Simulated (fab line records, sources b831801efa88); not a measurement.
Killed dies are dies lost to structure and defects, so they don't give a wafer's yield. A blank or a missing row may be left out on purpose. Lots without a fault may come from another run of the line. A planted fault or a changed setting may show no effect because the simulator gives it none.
fab line records | flow sky130
record lots=13 wafers=38 last_day=50
route steps=708 shown FIELD_ISO@18 DNWELL@43 PWDE@84 PAD_OPEN@708
lots that met no fault: from a run of the same line without faults
start_h: hours from the record's first day to the start of the lot's first wafer shown | wait_h: hours since the lot's step before | " the same as in the row above | L1.1+2: a row that stands for several wafers | - no value, or no start given | * or withheld: withheld | < > ~ a bound
route shown NAME@n: a module of which the file shows steps, and the number in the route of the first | usual: mean/standard deviation of fault-free wafers | same: alike in all rows | chamber/n: place in a boat | sites: the reading at each site | _std_site: their standard deviation | _edge_site: outer sites' mean less inner sites' | radius_mm: how far each site lies from the wafer's centre | mask NAME#n: copy n | behind: the tool/chamber that last shaped the wafer | hold: why the lot was held/for how many hours/how that ended | device: the transistor (n, p or np) that didn't switch | end of line: the same wafers' tests at the end of the route | a step without rows: its recipe alone | killed: dies lost to structure and defects at the first sort, not the wafer's yield | map: a wafer's dies, x killed, . not, _ none there
set.NAME: the setting as run; set.NAME@STEP: as run at that earlier step | model.NAME: the simulator's own value behind a step, which no gauge read
steps of the route over a sample of lots; a table a step, a row a wafer
services: from which hour (start_h, from the record's first day; less than 0 if before it) a tool's chamber was out of use, for how many hours, and why
## steps
# step SKY_FIELD_ISO_ETCH_17
# recipe target_depth_a=3420 mask_material=Si3N4 chemistry=HBr/Cl2/O2 target=Si taper_deg=5 icp_w=600 bias_w=150 pressure_mtorr=15 HBr_flow_sccm=150 Cl2_flow_sccm=40 O2_flow_sccm=6 time_s=97.7
# usual HBr_flow_sccm=150.0/0.43 drypump_motor_current_A=5.9/0.49 oes_product_au=1.005/0.013 run_length_s=125.9/0.38 throttle_valve_pct=25.653/0.012
# columns lot.wafer tool chamber start_h wait_h HBr_flow_sccm drypump_motor_current_A oes_product_au rf_hours_counter_h run_length_s throttle_valve_pct
L268.2 rie_si-01 3 31.23 0.1 150.2 6.1 0.991 138 125.7 25.657
L268.4 " 0 " " 151.0 5.5 1.002 - 126.1 25.665
L268.5 " 3 " " 149.5 6.1 0.975 - 125.7 25.659
L269.1 rie_si-02 1 35.16 0.1 150.0 5.1 0.996 119 125.7 25.648
L269.2 " 2 " " 150.1 6.6 1.025 158 125.3 25.650
L269.6 " 3 " " 149.1 5.5 0.995 - 126.0 25.653
L270.1 rie_si-01 0 41.83 0.1 149.3 5.5 0.986 0 126.1 25.650
L270.3 " 3 " " 149.8 6.1 0.980 138 126.2 25.680
L270.5 " 0 " " 149.5 5.6 0.988 - 126.8 25.671
L271.1 rie_si-02 0 46.23 0.1 150.5 5.9 1.004 128 126.0 25.662
L271.4 " 1 " " 150.2 5.1 1.001 - 125.6 25.661
L271.6 " 0 " " 150.3 6.0 1.008 - 126.1 25.654
L276.1 rie_si-01 1 70.41 0.1 150.0 5.9 0.985 33 79.4 25.665
L276.2 " 0 " " 149.9 5.6 0.999 0 79.2 25.668
L276.5 " 2 " " 149.7 6.7 1.007 - 79.1 25.657
L277.2 rie_si-01 2 76.03 0.1 150.6 6.7 1.013 0 79.0 25.655
L277.4 " 0 " " 149.7 5.5 0.997 1 79.5 25.658
L277.6 " 3 " " 149.9 6.0 0.979 - 78.7 25.661
L278.2 rie_si-02 0 80.23 0.1 150.4 6.0 1.016 128 125.9 25.648
L278.4 " 1 " " 149.7 5.1 1.008 - 125.4 25.655
L278.6 " 2 " " 150.2 6.6 1.019 - 125.2 25.639
L279.2 rie_si-02 1 88.06 0.1 149.8 5.1 0.993 120 125.5 25.667
L279.4 " 3 " " 150.3 5.5 1.000 0 126.1 25.636
L279.5 " 0 " " 149.7 5.9 1.012 - 126.1 25.647
L282.1 rie_si-02 3 100.88 0.1 150.2 5.6 1.002 0 126.1 25.645
L282.3 " 1 " " 150.5 5.1 0.993 120 125.7 25.662
L282.4 " 0 " " 149.8 5.9 1.014 128 125.9 25.667
L285.3 rie_si-02 0 118.93 0.0 150.3 6.0 1.019 128 126.2 25.635
L285.6 " 2 " " 149.1 6.6 1.034 - 125.6 25.638
L287.3 rie_si-02 0 129.43 0.0 149.9 6.0 1.025 128 125.9 25.631
L287.4 " 3 " " 150.3 5.5 1.017 0 126.1 25.644
L287.6 " 1 " " 149.6 5.1 1.011 - 125.4 25.651
L288.1 rie_si-02 2 133.03 0.1 149.7 6.5 1.023 1 125.7 25.646
L288.4 " 3 " " 149.6 5.5 1.018 0 126.1 25.639
L288.5 " 1 " " 150.2 5.1 0.993 - 125.7 25.660
L289.1 rie_si-02 2 139.18 0.1 149.9 6.5 1.025 1 125.2 25.639
L289.4 " 0 " " 149.8 6.0 1.028 129 125.8 25.639
L289.6 " 2 " " 150.0 6.5 1.018 - 125.7 25.653
# step SKY_DNWELL_STRIP_08
# recipe chemistry=O2/N2 power_w=1400 pressure_mtorr=1500 platen_temp_c=withheld o2_flow_sccm=3000 n2_flow_sccm=300 overash_fraction=0.5
# usual drypump_motor_current_A=5.8/0.33 o2_flow_sccm=3002/9 oes_product_au=0.722/0.0044 strip_time_to_endpoint_s=36.94/0.093
# columns lot.wafer tool chamber start_h wait_h drypump_motor_current_A o2_flow_sccm oes_product_au rf_hours_counter_h strip_time_to_endpoint_s
L268.2 plasma_asher-03 1 54.76 0.1 5.6 2999 0.722 25 36.78
L268.4 " 1 " " 5.5 3006 0.726 - 36.74
L268.5 " 1 " " 5.6 2999 0.723 - 36.71
L269.1 plasma_asher-03 0 56.66 0.1 5.5 2993 0.729 25 36.99
L269.2 " 1 " " 5.5 3003 0.721 25 36.96
L269.6 " 1 " " 5.5 3002 0.717 - 37.03
L270.1 plasma_asher-04 1 64.51 0.1 6.5 3004 0.726 35 36.96
L270.3 " 1 " " 6.4 3002 0.713 - 36.97
L270.5 " 1 " " 6.4 3007 0.726 - 36.91
L271.1 plasma_asher-01 1 68.66 0.1 5.7 3008 0.718 40 36.99
L271.4 " 1 " " 5.7 3013 0.716 - 36.82
L271.6 " 0 " " 5.9 2998 0.719 - 36.94
L276.1 plasma_asher-01 1 98.16 0.1 5.7 3013 0.724 43 36.95
L276.2 " 0 " " 5.9 3005 0.724 43 36.91
L276.5 " 1 " " 5.7 3000 0.719 - 36.88
L278.2 plasma_asher-03 1 108.00 0.1 5.5 3000 0.726 29 36.99
L278.4 " 0 " " 5.5 2995 0.717 - 36.92
L278.6 " 0 " " 5.5 3006 0.721 - 36.87
L277.2 plasma_asher-01 0 108.31 0.1 5.9 2989 0.721 44 37.01
L277.4 " 1 " " 5.7 3011 0.719 - 36.98
L277.6 " 0 " " 5.9 2993 0.720 - 37.04
L279.2 plasma_asher-01 1 116.06 0.1 5.7 3011 0.723 45 36.99
L279.4 " 0 " " 5.9 2990 0.711 - 36.98
L279.5 " 0 " " 5.9 2994 0.721 - 36.93
L282.1 plasma_asher-03 1 129.11 0.1 5.6 2988 0.725 32 37.06
L282.3 " 1 " " 5.6 2990 0.728 - 37.03
L282.4 " 0 " " 5.5 3000 0.727 - 37.05
L285.3 plasma_asher-03 0 144.65 0.1 5.5 3004 0.722 - 37.03
L285.6 " 1 " " 5.5 3001 0.717 - 36.79
L287.3 plasma_asher-04 1 154.64 0.1 6.5 3019 0.715 - 36.93
L287.4 " 0 " " 5.9 3008 0.714 - 36.84
L287.6 " 0 " " 6.0 2992 0.718 - 36.76
L288.1 plasma_asher-01 0 159.11 0.1 5.9 2993 0.728 49 36.92
L288.4 " 0 " " 5.9 2993 0.730 - 36.90
L288.5 " 1 " " 5.7 3003 0.717 - 37.01
L289.1 plasma_asher-01 0 165.71 0.1 5.9 2987 0.716 49 37.06
L289.4 " 0 " " 5.9 2991 0.727 - 36.93
L289.6 " 0 " " 5.9 2989 0.724 - 36.98
# step SKY_DNWELL_TW_MEAS_09
# usual DNWELL_TW=1109/8
# columns lot.wafer tool chamber start_h wait_h DNWELL_TW
L268.2 film_metro-04 - 54.87 0.1 1102
L268.4 " - " " 1099
L268.5 " - " " 1097
L269.1 film_metro-04 - 56.76 0.1 1103
L269.2 " - " " 1111
L269.6 " - " " 1105
L270.1 film_metro-04 - 64.61 0.1 1102
L270.3 " - " " 1095
L270.5 " - " " 1096
L271.1 film_metro-01 - 68.76 0.1 1119
L271.4 " - " " 1123
L271.6 " - " " 1116
L276.1 film_metro-02 - 98.26 0.1 1122
L276.2 " - " " 1123
L276.5 " - " " 1119
L278.2 film_metro-01 - 108.11 0.1 1107
L278.4 " - " " 1107
L278.6 " - " " 1111
L277.2 film_metro-02 - 108.42 0.1 1108
L277.4 " - " " 1104
L277.6 " - " " 1105
L279.2 film_metro-01 - 116.17 0.1 1114
L279.4 " - " " 1113
L279.5 " - " " 1116
L282.1 film_metro-04 - 129.21 0.1 1104
L282.3 " - " " 1098
L282.4 " - " " 1102
L285.3 film_metro-02 - 144.73 0.1 1109
L285.6 " - " " 1109
L287.3 film_metro-01 - 154.73 0.1 1128
L287.4 " - " " 1118
L287.6 " - " " 1123
L288.1 film_metro-02 - 159.21 0.1 1096
L288.4 " - " " 1108
L288.5 " - " " 1104
L289.1 film_metro-02 - 165.81 0.1 1102
L289.4 " - " " 1097
L289.6 " - " " 1101
# step SKY_NWELL_RS_MEAS_31
# recipe thk_meas_gauge=four-point-probe
# usual PWDE_RS=5272/19
# columns lot.wafer tool chamber start_h wait_h PWDE_RS[ohm/sq]
L268.2 film_metro-02 - 106.60 0.1 5270
L268.4 " - " " 5273
L268.5 " - " " 5281
L269.1 film_metro-04 - 108.50 0.1 5267
L269.2 " - " " 5251
L269.6 " - " " 5258
L270.1 film_metro-02 - 116.40 0.1 5258
L270.3 " - " " 5262
L270.5 " - " " 5263
L271.1 film_metro-02 - 122.28 0.1 5291
L271.4 " - " " 5284
L271.6 " - " " 5292
L276.1 film_metro-02 - 156.09 0.1 5263
L276.2 " - " " 5272
L276.5 " - " " 5257
L278.2 film_metro-01 - 168.45 0.1 5272
L278.4 " - " " 5259
L278.6 " - " " 5285
L277.2 film_metro-04 - 169.41 0.1 5264
L277.4 " - " " 5249
L277.6 " - " " 5284
L279.2 film_metro-02 - 176.21 0.1 5270
L279.4 " - " " 5254
L279.5 " - " " 5244
L282.1 film_metro-01 - 191.54 0.1 5275
L282.3 " - " " 5282
L282.4 " - " " 5283
L285.3 film_metro-04 - 208.67 0.1 5289
L285.6 " - " " 5282
L287.3 film_metro-02 - 220.14 0.1 5267
L287.4 " - " " 5268
L287.6 " - " " 5265
L288.1 film_metro-01 - 222.79 0.1 5283
L288.4 " - " " 5285
L288.5 " - " " 5310
L289.1 film_metro-01 - 234.38 0.1 5285
L289.4 " - " " 5274
L289.6 " - " " 5263
# step SKY_PAD_OPEN_PROBE_99
# usual defect_limited_yield=82.6/1.8 killed_at_M0_to_M3=43/6.3 killed_at_M4_up=3.0/1.6 killed_at_contacts=25/5 killed_at_front_end=15/4.4 killed_at_other=0.3/0.8 killed_dies=85/8.7 killed_open=47/6.9 killed_short=38/6.3 sort_bin_3_pad_short=0.9/0.39 sort_bin_5_function=10.3/1.3 sort_bin_6_memory=6.2/1.1 sort_n_pass=407/8.8 sort_yield_pct=82.6/1.8
# same gross_dies=492 killed_at_back_side=0 sort_bin_4_leakage[%]=0 sort_bin_8_speed[%]=0
# columns lot.wafer tool chamber start_h wait_h defect_limited_yield[%] killed_at_M0_to_M3 killed_at_M4_up killed_at_contacts killed_at_front_end killed_at_other killed_dies killed_open killed_short sort_bin_3_pad_short[%] sort_bin_5_function[%] sort_bin_6_memory[%] sort_n_pass sort_yield_pct[%]
L279.2 prober-02 - 1152.64 0.1 83.9 36 4 21 18 0 79 43 34 0.2 9.6 6.3 413 83.9
L279.4 prober-02 - 1152.74 0.2 82.7 48 1 22 14 0 85 45 40 0.6 9.8 6.9 407 82.7
L279.5 prober-02 - 1152.79 0.2 83.9 41 4 16 18 0 79 44 35 0.4 8.9 6.7 413 83.9
# killed by level:class
L279.2 VIA1:geometric_particle:open=15 LI_CONTACT:geometric_particle:open=7 FIELD_ISO:geometric_particle:short=6 POLY_GATE:geometric_particle:open=6 VIA2:geometric_particle:open=6 LOCAL_INTERCONNECT:geometric_particle:short=5 CONTACT:geometric_particle:open=4 POLY_GATE:geometric_particle:short=4
L279.4 VIA1:geometric_particle:open=9 LI_CONTACT:geometric_particle:open=8 METAL2:geometric_particle:short=7 METAL1:geometric_particle:short=6 VIA3:geometric_particle:open=6 POLY_GATE:geometric_particle:open=5 CONTACT:geometric_particle:open=5 VIA2:geometric_particle:open=5
L279.5 VIA1:geometric_particle:open=11 CONTACT:geometric_particle:open=7 METAL1:geometric_particle:short=6 LI_CONTACT:geometric_particle:open=5 VIA2:geometric_particle:open=5 FIELD_ISO:geometric_particle:short=4 VIA3:geometric_particle:open=4 METAL3:geometric_particle:short=4
## services
# columns tool chamber start_h hours kind
rie_si-01 0 10.13 - clean
rie_si-01 0 10.13 16.0 scheduled_down
rie_si-01 0 10.13 16.0 vent_cycle
rie_si-02 0 19.13 5.2 repair
rie_si-01 2 26.60 6.0 repair
rie_si-01 2 32.55 - clean
rie_si-01 2 32.55 16.4 scheduled_down
rie_si-01 2 32.55 16.4 vent_cycle
rie_si-01 1 38.56 1.2 repair
rie_si-02 2 42.75 - clean
rie_si-02 2 42.75 19.5 scheduled_down
rie_si-02 2 42.75 19.5 vent_cycle
rie_si-01 0 46.39 7.9 repair
rie_si-01 3 48.09 14.0 repair
rie_si-02 3 48.50 13.2 repair
plasma_asher-03 - 58.60 5.5 repair
rie_si-02 3 62.24 - clean
rie_si-02 3 62.24 25.0 scheduled_down
rie_si-02 3 62.24 25.0 vent_cycle
plasma_asher-03 - 64.40 0.9 repair
plasma_asher-01 - 85.12 1.2 repair
rie_si-01 1 107.67 1.5 repair
plasma_asher-04 - 108.75 9.0 pm
plasma_asher-03 - 158.99 2.4 repair
## key
first_sign step=SKY_FIELD_ISO_ETCH_17 reading=run_length_s direction=down sigmas=99+ usual=* struck=*
effect none on later readings
met_at SKY_FIELD_ISO_ETCH_17
struck_lots L276,L277
rows_end L276.1,L276.2,L276.5,L277.2,L277.4,L277.6
not_acting_at SKY_DNWELL_STRIP_08,SKY_DNWELL_TW_MEAS_09,SKY_NWELL_RS_MEAS_31
onset_between 41.83 70.41
fault kind=process_parameter_drift tool=rie_si-01 chamber=- onset_h=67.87 steps=SKY_FIELD_ISO_ETCH_17 channel=time_s offset=* shape=step end_h=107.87 acts_in=* stated=*
# rows_end: these wafers met a further fault down the route, and their rows from its step on are left out
